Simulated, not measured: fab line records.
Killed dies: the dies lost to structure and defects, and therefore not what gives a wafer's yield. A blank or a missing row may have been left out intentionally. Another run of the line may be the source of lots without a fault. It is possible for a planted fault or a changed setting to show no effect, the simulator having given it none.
Which of the tools did it?	flow gf180mcu	21 wafers from 7 lots sampled at 3 of the route's 602 steps

== WHAT EACH GAUGE READ, for each wafer ==
GF_M2_CD_MEAS_14: the cd target is 280 nm.
lot	measured	on	cdNm (nm)
L870	day 19 06:31	cdSem-02	278.9 278.9 280.1
L873	day 20 21:01	cdSem-01	280.6 280.9 280.4
L876	day 22 08:35	cdSem-02	280.7 280.4 279.8
L878	day 22 13:25	cdSem-02	279.8 278.7 279.7
L883	day 24 06:47	cdSem-01	283.0 281.9 281.0
L890	day 26 14:56	cdSem-01	280.4 279.0 279.7
L892	day 26 23:12	cdSem-01	281.3 281.5 282.0

== EACH LOT AND THE TOOL THAT RAN IT (in order: tool; ch and the chambers of the sampled wafers; start) ==
lot	GF_V1_SPUTTER_22	GF_M2_EXPOSE_11
L870	pvdSputter-03, day 18 05:50	krfScanner-02 ch 0, day 18 18:43
L873	pvdSputter-03, day 19 19:44	krfScanner-02 ch 0, day 20 08:41
L876	pvdSputter-04, day 21 07:47	krfScanner-01 ch 0, day 21 20:39
L878	pvdSputter-02, day 21 13:19	krfScanner-01 ch 0, day 22 02:11
L883	pvdSputter-04, day 23 08:03	krfScanner-02 ch 0, day 23 20:13
L890	pvdSputter-04, day 25 18:05	krfScanner-02 ch 0, day 26 05:06
L892	pvdSputter-03, day 26 00:43	krfScanner-02 ch 0, day 26 12:27
- GF_V1_SPUTTER_22: material TiN, target thk 10 nm, time 40 s.
- GF_M2_EXPOSE_11: exposes mask Metal2, target cd 280 nm.

== THE ANSWER, worked out from the rows above alone ==
Rule: the lots themselves supply what counts as usual. The widest of any qualifying gaps counts: lots, ordered by their means at a reading, are off when they make up no more than a third of the lots, leave a main group of 4 or more, and stand apart from it by 3 or more times the standard deviation of that group's means. If all means in a main group match to the digits the tables above print for the reading, that group is not used. Also off: a lot with no number at a reading for which 4 or more lots have one. The other lots that the step has rows for count as sound.
No lot is off at any reading shown: from this, nothing can be told.

== WHAT THE SIMULATOR HAD PUT IN ==
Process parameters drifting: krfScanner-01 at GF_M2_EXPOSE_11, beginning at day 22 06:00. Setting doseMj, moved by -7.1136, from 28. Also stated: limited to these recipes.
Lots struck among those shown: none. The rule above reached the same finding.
